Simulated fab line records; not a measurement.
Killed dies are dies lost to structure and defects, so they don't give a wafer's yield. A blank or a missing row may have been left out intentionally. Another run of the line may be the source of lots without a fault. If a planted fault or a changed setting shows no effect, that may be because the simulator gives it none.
fab line records	flow sky130
[record] lots = 6	wafers = 18	lastDay = 49
route steps=708 shown CAPM@545 METAL3@555 PAD_OPEN@708
lots that met no fault: taken from a fault-free run of the same line
startH: start of the lot's first displayed wafer, in hours after the record's first day	waitH: hours since the lot's step before	" identical to the entry in the row above	L1.1+2: a row that stands for several wafers	- no value, or no start given	* or withheld: withheld	< > ~ a bound
route shown NAME@n: NAME is a module with steps in the file, n the number in the route of the first one	usual: mean/standard deviation of fault-free wafers	same: alike in all rows	chamber/n: place in a boat	sites: the reading at each site	_std_site: their standard deviation	_edge_site: the outer-site mean with the inner-site mean subtracted	radiusMm: for every site, how far away it sits from the centre of the wafer	mask NAME#n: copy n	behind: the tool/chamber that last shaped the wafer	hold: why the lot went on hold/how many hours it stayed there/how the hold came to an end	device: which transistor (n, p or np) failed to switch	end of line: tests of these same wafers at the route's end	for a step that has no rows: nothing shown but its recipe	killed: count of dies lost to structure and defects at first sort (not the wafer's yield)	map: a wafer's dies, marking killed ones x, the rest . and places with no die _
set.NAME: setting as actually run; set.NAME@STEP: the setting as run at that earlier step	model.NAME: the simulator's own value behind a step, which no gauge read
certain route steps with their lots: each step a table, each wafer a row
services: a tool's chamber out of use, with start hour (startH, from the record's first day; less than 0 if before it), hours out, and reason
[[steps]]
[step SKY_CAPM_SOFTBAKE_08]
[recipe] tempC = 90	timeS = 60	resist = NOVOLAK
[step SKY_CAPM_EXPOSE_09]
[recipe] maskId = CAPM	na = 0.6	sourceShape = conventional	sigmaOuter = 0.6	polarization = unpolarized	targetCdNm = 1000	doseMj = 159
[step SKY_CAPM_PEB_10]
[recipe] tempC = withheld	timeS = *	resist = NOVOLAK
[step SKY_CAPM_DEVELOP_11]
[recipe] resist = NOVOLAK	developer = TMAH	developTimeS = 60	devTempC = 23
[step SKY_CAPM_OVL_MEAS_12]
[usual] CAPM_OVL = -1.5/1
lot.wafer	tool	chamber	startH	waitH	CAPM_OVL[nm]
L298.1	overlay-01	-	890.71	0.1	-0.3
L298.2	"	-	"	"	-0.4
L298.5	"	-	"	"	0.5
L301.4	overlay-02	-	914.40	0.1	-2.1
L301.5	"	-	"	"	-1.6
L301.6	"	-	"	"	-0.1
L305.2	overlay-01	-	974.84	0.1	-3.0
L305.3	"	-	"	"	-3.1
L305.6	"	-	"	"	-2.7
L307.2	overlay-01	-	977.59	0.1	-0.8
L307.3	"	-	"	"	-0.1
L307.6	"	-	"	"	-0.8
L312.2	overlay-02	-	994.06	0.1	-1.1
L312.5	"	-	"	"	-1.3
L312.6	"	-	"	"	-1.2
L313.2	overlay-01	-	1005.27	0.1	-1.5
L313.3	"	-	"	"	-1.0
L313.4	"	-	"	"	-2.0
[step SKY_CAPM_METAL_ETCH_13]
[recipe] targetDepthNm = 220	stopOn = SiO2	chemistry = Cl2/BCl3	target = TiN	pressureMtorr = 10	icpW = 900	biasW = 48.5	Cl2_flow_sccm = 60	bcl3FlowSccm = 30	timeS = 62.9
[usual] drypumpMotorCurrentA = 6.1/0.39	mfcCl2Sccm = 60.01/0.18	oesProductAu = 0.939/0.0067	throttleValvePct = 21.903/0.0083
lot.wafer	tool	chamber	startH	waitH	drypumpMotorCurrentA	mfcCl2Sccm	oesProductAu	rfHoursCounterH	throttleValvePct
L298.1	rieMetal-01	1	890.74	0.0	6.4	59.69	0.948	11	21.906
L298.2	"	0	"	"	6.2	59.82	0.929	15	21.902
L298.5	"	1	"	"	6.4	59.96	0.941	-	21.901
L301.4	rieMetal-02	0	914.45	0.0	6.0	60.13	0.934	-	21.909
L301.5	"	1	"	"	5.7	60.08	0.942	-	21.892
L301.6	"	0	"	"	6.0	60.03	0.932	-	21.908
L305.2	rieMetal-02	0	974.87	0.0	6.0	60.07	0.943	15	21.896
L305.3	"	1	"	"	5.7	59.92	0.953	-	21.893
L305.6	"	1	"	"	5.7	59.93	0.950	-	21.903
L307.2	rieMetal-01	0	977.62	0.0	6.2	60.00	0.942	18	21.912
L307.3	"	0	"	"	6.2	59.91	0.926	-	21.906
L307.6	"	0	"	"	6.2	60.26	0.940	-	21.893
L312.2	rieMetal-01	1	994.09	0.0	6.4	60.00	0.930	16	21.900
L312.5	"	0	"	"	6.3	60.08	0.936	-	21.901
L312.6	"	1	"	"	6.4	59.79	0.940	-	21.916
L313.2	rieMetal-02	0	1005.30	0.0	6.1	60.19	0.931	18	21.900
L313.3	"	1	"	"	5.7	59.83	0.939	-	21.901
L313.4	"	0	"	"	6.0	60.08	0.936	-	21.915
[step SKY_CAPM_STRIP_14]
[recipe] chemistry = O2/N2	powerW = 1400	pressureMtorr = 1500	platenTempC = withheld	o2FlowSccm = 3000	n2FlowSccm = 300	overashFraction = 0.5
[usual] drypumpMotorCurrentA = 5.8/0.44	oesProductAu = 0.711/0.0045	stripTimeToEndpointS = 12.66/0.048
lot.wafer	tool	chamber	startH	waitH	drypumpMotorCurrentA	oesProductAu	rfHoursCounterH	stripTimeToEndpointS
L298.1	plasmaAsher-01	1	890.82	0.1	5.1	0.713	81	12.75
L298.2	"	0	"	"	6.2	0.711	81	12.67
L298.5	"	0	"	"	6.2	0.712	-	12.69
L301.4	plasmaAsher-01	0	914.53	0.1	6.2	0.707	-	12.60
L301.5	"	0	"	"	6.2	0.720	-	12.60
L301.6	"	1	"	"	5.1	0.703	-	12.57
L305.2	plasmaAsher-01	0	974.95	0.1	6.1	0.712	89	12.70
L305.3	"	0	"	"	6.2	0.704	-	12.61
L305.6	"	0	"	"	6.1	0.713	-	12.61
L307.2	plasmaAsher-01	1	977.70	0.1	5.1	0.714	90	12.66
L307.3	"	1	"	"	5.1	0.709	-	12.70
L307.6	"	1	"	"	5.1	0.717	-	12.67
L312.2	plasmaAsher-03	0	994.17	0.1	5.4	0.714	23	12.62
L312.5	"	1	"	"	6.1	0.714	-	12.65
L312.6	"	0	"	"	5.4	0.706	-	12.66
L313.2	plasmaAsher-03	1	1005.37	0.1	6.2	0.710	24	12.73
L313.3	"	0	"	"	5.4	0.713	-	12.66
L313.4	"	1	"	"	6.2	0.717	-	12.68
[step SKY_CAPM_STRIP_15]
[recipe] chemistry = postEtchResidueRemover	timeS = 1200	tempC = 72.5
[step SKY_CAPM_CLEAN_16]
[recipe] chemistry = IPA	timeS = 180	tempC = 25
[step SKY_CAPM_CLEAN_17]
[recipe] chemistry = O3/DIW	dry = n2Spin
[step SKY_METAL3_DEHYDRATE_05]
[recipe] tempC = 200	timeS = 60
[step SKY_METAL3_HMDS_06]
[recipe] primeTimeS = 60	primeTempC = 120
[step SKY_METAL3_COAT_07]
[recipe] resist = BARC	tempC = withheld	timeS = withheld	spinRpm = 3000	resistThkNm = 60
[usual] exhaustPa = 44.9/0.92	spinSpeedRpm = 3000.1/1.9
lot.wafer	tool	chamber	startH	waitH	exhaustPa	spinSpeedRpm
L298.1	lithoTrack-02	0	903.29	0.1	44.4	3000.3
L298.2	"	0	"	"	44.0	3000.5
L298.5	"	0	"	"	43.9	3000.4
L301.4	lithoTrack-01	0	928.04	0.1	44.5	2999.3
L301.5	"	0	"	"	44.8	2999.0
L301.6	"	0	"	"	44.7	2999.3
L305.2	lithoTrack-02	0	985.81	0.1	44.7	2108.4
L305.3	"	0	"	"	45.1	2108.5
L305.6	"	0	"	"	44.8	2107.6
L307.2	lithoTrack-02	0	988.91	0.1	45.0	2105.5
L307.3	"	0	"	"	44.5	2106.4
L307.6	"	0	"	"	45.0	2105.8
L312.2	lithoTrack-01	0	1006.54	0.1	45.8	3001.0
L312.5	"	0	"	"	46.5	2999.3
L312.6	"	0	"	"	46.7	3000.1
L313.2	lithoTrack-03	0	1017.05	0.1	45.4	2999.1
L313.3	"	0	"	"	45.9	2999.8
L313.4	"	0	"	"	47.0	2997.6
[step SKY_METAL3_COAT_08]
[recipe] resist = KrF-thick	spinRpm = 3000	resistThkNm = 1140
[step SKY_METAL3_SOFTBAKE_09]
[recipe] tempC = 100	timeS = 90	resist = KrF-thick
[step SKY_METAL3_EXPOSE_10]
[recipe] maskId = MM3	na = 0.68	sourceShape = annular	sigmaInner = 0.4	sigmaOuter = 0.8	targetCdNm = 300	doseMj = 28
[step SKY_METAL3_PEB_11]
[recipe] pebTempC = withheld	pebTimeS = withheld	resist = KrF-thick
[step SKY_METAL3_DEVELOP_12]
[recipe] developTimeS = 60	resist = KrF-thick	devTempC = 21
[step SKY_METAL3_CD_MEAS_13]
[recipe] targetCdNm = 300
[usual] cdNm = 299.7/1.5
lot.wafer	tool	chamber	startH	waitH	cdNm
L298.1	cdSem-01	-	915.47	-	300.7
L298.2	"	-	"	"	299.4
L298.5	"	-	"	"	300.7
L301.4	cdSem-02	-	940.33	-	299.2
L301.5	"	-	"	"	299.2
L301.6	"	-	"	"	299.7
L305.2	cdSem-01	-	998.39	-	299.1
L305.3	"	-	"	"	300.4
L305.6	"	-	"	"	300.2
L307.2	cdSem-01	-	1001.73	-	299.4
L307.3	"	-	"	"	300.8
L307.6	"	-	"	"	299.9
L312.2	cdSem-01	-	1018.16	-	300.5
L312.5	"	-	"	"	299.5
L312.6	"	-	"	"	299.9
L313.2	cdSem-02	-	1030.26	-	297.9
L313.3	"	-	"	"	297.7
L313.4	"	-	"	"	299.3
[step SKY_METAL3_OVL_MEAS_14]
[usual] METAL3_OVL = -2/5
lot.wafer	tool	chamber	startH	waitH	METAL3_OVL[nm]
L298.1	overlay-01	-	915.59	0.1	-12
L298.2	"	-	"	"	-7
L298.5	"	-	"	"	-4
L301.4	overlay-02	-	940.41	0.1	4
L301.5	"	-	"	"	7
L301.6	"	-	"	"	4
L305.2	overlay-02	-	998.50	0.1	-8
L305.3	"	-	"	"	-11
L305.6	"	-	"	"	-11
L307.2	overlay-01	-	1001.84	0.1	11
L307.3	"	-	"	"	6
L307.6	"	-	"	"	9
L312.2	overlay-01	-	1018.26	0.1	4
L312.5	"	-	"	"	-2
L312.6	"	-	"	"	-1
L313.2	overlay-01	-	1030.36	0.1	-1
L313.3	"	-	"	"	2
L313.4	"	-	"	"	-8
[step SKY_METAL3_DESCUM_15]
[recipe] chemistry = O2	sourcePowerW = 150	biasPowerW = 0	pressureMtorr = 10	tempC = 40	timeS = 8
[usual] drypumpMotorCurrentA = 6.1/0.48	oesProductAu = 0.999/0.012
lot.wafer	tool	chamber	startH	waitH	drypumpMotorCurrentA	oesProductAu	rfHoursCounterH
L298.1	rieMetal-04	1	915.63	0.0	5.1	1.001	6
L298.2	"	0	"	"	5.7	0.989	13
L298.5	"	1	"	"	5.1	1.009	-
L301.4	rieMetal-01	0	940.44	0.0	6.3	0.992	-
L301.5	"	0	"	"	6.3	0.988	-
L301.6	"	1	"	"	6.4	0.988	-
L305.2	rieMetal-03	0	998.53	0.0	6.5	1.007	14
L305.3	"	0	"	"	6.5	1.017	-
L305.6	"	0	"	"	6.5	1.011	-
L307.2	rieMetal-03	0	1001.87	0.0	6.5	1.019	15
L307.3	"	0	"	"	6.5	1.022	-
L307.6	"	0	"	"	6.5	1.018	-
L312.2	rieMetal-03	0	1018.29	0.0	6.5	1.012	16
L312.5	"	1	"	"	5.3	1.003	-
L312.6	"	0	"	"	6.5	1.007	-
L313.2	rieMetal-01	0	1030.39	0.0	6.2	0.995	21
L313.3	"	0	"	"	6.2	0.996	-
L313.4	"	1	"	"	6.4	0.997	-
[step SKY_METAL3_ETCH_16]
[recipe] chemistry = N2/H2	target = BARC	ionEnergyEv = 200	biasW = 100	pressureMtorr = 30	n2FlowSccm = 100	h2FlowSccm = 200	icpW = 500	stopOn = SiO2	timeS = 88.2	targetDepthA = 600
[usual] drypumpMotorCurrentA = 6.1/0.48	oesProductAu = 0.625/0.0043	throttleValvePct = 13.204/0.0088
lot.wafer	tool	chamber	startH	waitH	drypumpMotorCurrentA	oesProductAu	rfHoursCounterH	throttleValvePct	model.etch.depthNm
L298.1	rieMetal-04	1	915.66	0.0	5.1	0.622	6	13.201	60.2
L298.2	"	0	"	"	5.8	0.628	13	13.209	60.12
L298.5	"	1	"	"	5.1	0.622	-	13.198	60.11
L301.4	rieMetal-01	0	940.49	0.0	6.2	0.630	-	13.206	59.94
L301.5	"	0	"	"	6.2	0.630	-	13.214	59.96
L301.6	"	1	"	"	6.4	0.618	-	13.197	59.87
L305.2	rieMetal-03	0	998.56	0.0	6.5	0.675	14	13.219	71.55
L305.3	"	0	"	"	6.5	0.681	-	13.216	71.85
L305.6	"	0	"	"	6.5	0.672	-	13.206	71.88
L307.2	rieMetal-03	0	1001.90	0.0	6.5	0.676	15	13.203	71.81
L307.3	"	0	"	"	6.5	0.669	-	13.222	71.66
L307.6	"	0	"	"	6.5	0.674	-	13.202	71.8
L312.2	rieMetal-03	0	1018.33	0.0	6.5	0.633	16	13.187	59.91
L312.5	"	1	"	"	5.3	0.623	-	13.209	59.98
L312.6	"	0	"	"	6.5	0.632	-	13.206	59.95
L313.2	rieMetal-01	0	1030.42	0.0	6.2	0.624	21	13.221	60.21
L313.3	"	0	"	"	6.2	0.624	-	13.217	60.06
L313.4	"	1	"	"	6.4	0.625	-	13.205	60.11
[step SKY_METAL3_ETCH_17]
[recipe] target = SiO2	stopOn = TiN	chemistry = C4F8/O2/Ar	sourceW = 1500	biasW = 1200	pressureMtorr = 40	c4f8FlowSccm = withheld	O2_flow_sccm = 6	Ar_flow_sccm = 300	timeS = 3.9	targetDepthA = 150
[usual] oesProductAu = 0.754/0.0069
lot.wafer	tool	chamber	startH	waitH	oesProductAu
L298.1	rieDiel-02	3	915.76	0.1	0.749
L298.2	"	1	"	"	0.755
L298.5	"	1	"	"	0.754
L301.4	rieDiel-02	1	940.56	0.0	0.755
L301.5	"	0	"	"	0.762
L301.6	"	3	"	"	0.757
L305.2	rieDiel-04	1	998.66	0.1	0.748
L305.3	"	2	"	"	0.739
L305.6	"	2	"	"	0.747
L307.2	rieDiel-02	2	1002.00	0.1	0.753
L307.3	"	1	"	"	0.744
L307.6	"	1	"	"	0.760
L312.2	rieDiel-02	0	1018.47	0.1	0.751
L312.5	"	1	"	"	0.759
L312.6	"	0	"	"	0.762
L313.2	rieDiel-03	0	1030.52	0.1	0.754
L313.3	"	2	"	"	0.743
L313.4	"	1	"	"	0.763
[step SKY_PAD_OPEN_PROBE_99]
[usual] defectLimitedYield = 82.5/1.8	killed_at_M0_to_M3 = 43/6.5	killed_at_M4_up = 3/1.7	killedAtContacts = 25/5.1	killedAtFrontEnd = 15/3.8	killedAtOther = 0.2/0.45	killedDies = 86/8.8	killedOpen = 47/6.7	killedShort = 39/6	sort_bin_3_pad_short = 0.9/0.46	sort_bin_5_function = 10.2/1.4	sort_bin_6_memory = 6.4/1	sortNPass = 406/8.8	sortYieldPct = 82.5/1.8
[same] grossDies = 492	killedAtBackSide = 0	sort_bin_4_leakage[%] = 0	sort_bin_8_speed[%] = 0
lot.wafer	tool	chamber	startH	waitH	defectLimitedYield[%]	killed_at_M0_to_M3	killed_at_M4_up	killedAtContacts	killedAtFrontEnd	killedAtOther	killedDies	killedOpen	killedShort	sort_bin_3_pad_short[%]	sort_bin_5_function[%]	sort_bin_6_memory[%]	sortNPass	sortYieldPct[%]
L298.1	prober-02	-	1088.36	0.1	83.3	50	3	18	11	0	82	40	42	0.2	10.4	6.1	410	83.3
L298.2	prober-02	-	1088.41	0.1	82.7	50	2	20	12	1	85	44	41	0.4	8.9	7.9	407	82.7
L298.5	prober-02	-	1088.56	0.2	82.7	47	2	22	14	0	85	47	38	0.6	9.6	7.1	407	82.7
L301.4	prober-01	-	1108.87	0.2	80.1	51	3	24	18	2	98	49	49	1.6	10.6	7.7	394	80.1
L301.5	prober-01	-	1108.92	0.2	80.1	50	5	26	17	0	98	53	45	1.2	9.1	9.6	394	80.1
L301.6	prober-01	-	1108.97	0.2	79.1	50	2	31	20	0	103	61	42	0.8	11.8	8.3	389	79.1
L305.2	prober-02	-	1155.21	0.1	79.7	53	5	25	17	0	100	54	46	1.6	12.0	6.7	392	79.7
L305.3	prober-02	-	1155.26	0.2	83.3	38	5	20	19	0	82	43	39	0.4	10.0	6.3	410	83.3
L305.6	prober-02	-	1155.41	0.2	81.5	50	1	27	13	0	91	52	39	1.4	9.6	7.5	401	81.5
L307.2	prober-01	-	1159.39	0.1	82.5	44	6	22	13	1	86	36	50	0.8	9.1	7.5	406	82.5
L307.3	prober-01	-	1159.44	0.2	82.1	40	3	19	25	1	88	49	39	1.6	9.6	6.7	404	82.1
L307.6	prober-01	-	1159.59	0.2	86.4	32	3	13	19	0	67	32	35	0.6	7.3	5.7	425	86.4
L312.2	prober-02	-	1169.74	0.1	79.7	49	4	31	16	0	100	45	55	1.8	11.0	7.5	392	79.7
L312.5	prober-02	-	1169.89	0.2	81.3	42	3	30	17	0	92	49	43	1.6	10.2	6.9	400	81.3
L312.6	prober-02	-	1169.94	0.2	82.3	42	7	23	15	0	87	44	43	1.4	11.4	4.9	405	82.3
L313.2	prober-02	-	1182.08	0.1	82.1	42	2	31	13	0	88	42	46	1.6	8.3	7.9	404	82.1
L313.3	prober-02	-	1182.13	0.2	81.7	52	4	22	12	0	90	52	38	0.6	9.8	7.9	402	81.7
L313.4	prober-02	-	1182.18	0.2	86.0	27	5	21	16	0	69	42	27	0.6	7.5	5.9	423	86.0
// killed by level:class
L298.1 METAL1:geometricParticle:short=11 VIA3:geometricParticle:open=10 CONTACT:geometricParticle:open=7 LI_CONTACT:geometricParticle:open=5 VIA1:geometricParticle:open=5 VIA1:geometricParticle:short=5 METAL2:geometricParticle:short=5 FIELD_ISO:geometricParticle:short=4
L298.2 VIA1:geometricParticle:open=10 VIA3:geometricParticle:open=10 LI_CONTACT:geometricParticle:open=7 CONTACT:geometricParticle:open=7 VIA3:geometricParticle:short=7 METAL1:geometricParticle:short=5 VIA2:geometricParticle:open=4 LOCAL_INTERCONNECT:geometricParticle:short=4
L298.5 VIA1:geometricParticle:open=13 CONTACT:geometricParticle:open=11 VIA3:geometricParticle:open=11 FIELD_ISO:geometricParticle:short=5 METAL2:geometricParticle:short=5 VIA1:geometricParticle:short=4 METAL3:geometricParticle:short=4 FIELD_ISO:geometricParticle:open=3
L301.4 VIA1:geometricParticle:open=11 VIA2:geometricParticle:open=7 LI_CONTACT:geometricParticle:open=6 METAL2:geometricParticle:short=6 FIELD_ISO:geometricParticle:open=5 LOCAL_INTERCONNECT:geometricParticle:short=5 CONTACT:geometricParticle:open=5 METAL1:geometricParticle:short=5
L301.5 VIA1:geometricParticle:open=14 FIELD_ISO:geometricParticle:open=7 CONTACT:geometricParticle:open=7 VIA2:geometricParticle:open=7 CONTACT:geometricParticle:short=6 VIA1:geometricParticle:short=6 LI_CONTACT:geometricParticle:open=5 VIA3:geometricParticle:open=5
L301.6 CONTACT:geometricParticle:open=12 VIA1:geometricParticle:open=12 VIA3:geometricParticle:open=9 FIELD_ISO:geometricParticle:open=8 LI_CONTACT:geometricParticle:open=8 METAL1:geometricParticle:short=7 METAL2:geometricParticle:short=7 LOCAL_INTERCONNECT:geometricParticle:short=6
L305.2 VIA1:geometricParticle:open=12 VIA3:geometricParticle:open=9 CONTACT:geometricParticle:open=8 VIA2:geometricParticle:open=7 METAL2:geometricParticle:short=6 FIELD_ISO:geometricParticle:short=5 LI_CONTACT:geometricParticle:open=5 LOCAL_INTERCONNECT:geometricParticle:short=5
L305.3 VIA1:geometricParticle:open=10 CONTACT:geometricParticle:open=9 METAL1:geometricParticle:short=9 LI_CONTACT:geometricParticle:open=6 METAL2:geometricParticle:short=6 METAL4:geometricParticle:short=5 POLY_GATE:geometricParticle:open=4 VIA2:geometricParticle:open=4
L305.6 VIA1:geometricParticle:open=14 LI_CONTACT:geometricParticle:open=8 VIA3:geometricParticle:open=8 LOCAL_INTERCONNECT:geometricParticle:short=6 CONTACT:geometricParticle:open=6 VIA3:geometricParticle:short=6 METAL1:geometricParticle:short=5 METAL2:geometricParticle:short=5
L307.2 VIA1:geometricParticle:open=9 CONTACT:geometricParticle:short=6 METAL2:geometricParticle:short=6 VIA3:geometricParticle:short=6 FIELD_ISO:geometricParticle:short=5 LOCAL_INTERCONNECT:geometricParticle:short=5 CONTACT:geometricParticle:open=5 VIA2:geometricParticle:open=5
L307.3 VIA1:geometricParticle:open=12 FIELD_ISO:geometricParticle:short=9 CONTACT:geometricParticle:open=7 VIA3:geometricParticle:open=7 POLY_GATE:geometricParticle:short=6 VIA2:geometricParticle:open=6 METAL2:geometricParticle:short=6 LI_CONTACT:geometricParticle:open=5
L307.6 VIA3:geometricParticle:open=9 POLY_GATE:geometricParticle:short=6 METAL2:geometricParticle:short=6 CONTACT:geometricParticle:open=5 VIA1:geometricParticle:open=5 FIELD_ISO:geometricParticle:short=4 CONTACT:geometricParticle:short=4 VIA2:geometricParticle:open=4
L312.2 CONTACT:geometricParticle:open=9 METAL2:geometricParticle:short=9 LOCAL_INTERCONNECT:geometricParticle:short=8 VIA1:geometricParticle:open=8 VIA2:geometricParticle:short=7 VIA2:geometricParticle:open=6 FIELD_ISO:geometricParticle:short=5 LI_CONTACT:geometricParticle:open=5
L312.5 VIA1:geometricParticle:open=9 CONTACT:geometricParticle:open=8 FIELD_ISO:geometricParticle:open=7 LI_CONTACT:geometricParticle:open=7 VIA3:geometricParticle:open=7 CONTACT:geometricParticle:short=6 METAL2:geometricParticle:short=6 LOCAL_INTERCONNECT:geometricParticle:short=5
L312.6 CONTACT:geometricParticle:open=9 VIA1:geometricParticle:open=9 VIA3:geometricParticle:open=7 LI_CONTACT:geometricParticle:short=5 METAL2:geometricParticle:short=5 METAL3:geometricParticle:short=5 METAL4:geometricParticle:short=5 POLY_GATE:geometricParticle:short=4
L313.2 CONTACT:geometricParticle:open=12 VIA1:geometricParticle:open=11 CONTACT:geometricParticle:short=8 LI_CONTACT:geometricParticle:open=7 METAL1:geometricParticle:short=7 VIA1:geometricParticle:short=6 VIA2:geometricParticle:open=5 FIELD_ISO:geometricParticle:short=4
L313.3 VIA1:geometricParticle:open=10 VIA3:geometricParticle:open=9 CONTACT:geometricParticle:open=8 VIA1:geometricParticle:short=8 LI_CONTACT:geometricParticle:open=7 VIA2:geometricParticle:open=7 METAL1:geometricParticle:short=6 FIELD_ISO:geometricParticle:open=3
L313.4 LI_CONTACT:geometricParticle:open=11 VIA1:geometricParticle:open=9 FIELD_ISO:geometricParticle:open=5 FIELD_ISO:geometricParticle:short=5 METAL2:geometricParticle:short=5 CONTACT:geometricParticle:open=4 LOCAL_INTERCONNECT:geometricParticle:short=4 VIA3:geometricParticle:open=4
[[services]]
tool	chamber	startH	hours	kind
rieDiel-03	1	884.60	5.5	repair
rieDiel-04	0	892.00	4.3	repair
rieMetal-03	0	901.08	28.6	repair
rieDiel-03	-	905.46	2.8	pm
rieMetal-02	1	923.38	7.8	repair
rieDiel-04	3	941.83	12.8	repair
rieMetal-02	1	942.95	4.0	repair
plasmaAsher-03	-	951.72	15.6	pm
plasmaAsher-01	-	960.62	4.3	pm
rieDiel-04	1	968.16	2.2	repair
rieMetal-03	-	978.89	16.6	repair
rieDiel-04	3	992.15	5.2	repair
rieMetal-04	1	998.52	13.1	repair
plasmaAsher-03	-	1018.32	4.3	pm
rieMetal-04	-	1025.57	1.0	repair
[[key]]
[firstSign] step = SKY_METAL3_COAT_07	reading = spinSpeedRpm	direction = down	sigmas = 99+	usual = 3000.1	struck = 2107.0
[effect] step = SKY_METAL3_ETCH_16	reading = oesProductAu	direction = up	sigmas = 12	usual = 0.625	struck = 0.675
[modelEffect] step = SKY_METAL3_ETCH_16	value = etch.depthNm	without = 60.16	struck = 71.76
metAt SKY_METAL3_COAT_07
struckWafers L305.2,L305.3,L305.6,L307.2,L307.3,L307.6
onsetBetween 903.29 985.81
[fault] kind = processParameterDrift	tool = lithoTrack-02	chamber = -	onsetH = 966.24	steps = SKY_METAL3_COAT_07	channel = spinRpm	offset = -891.51	shape = step	endH = 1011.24	actsIn = theseRecipesOnly	stated = 3000
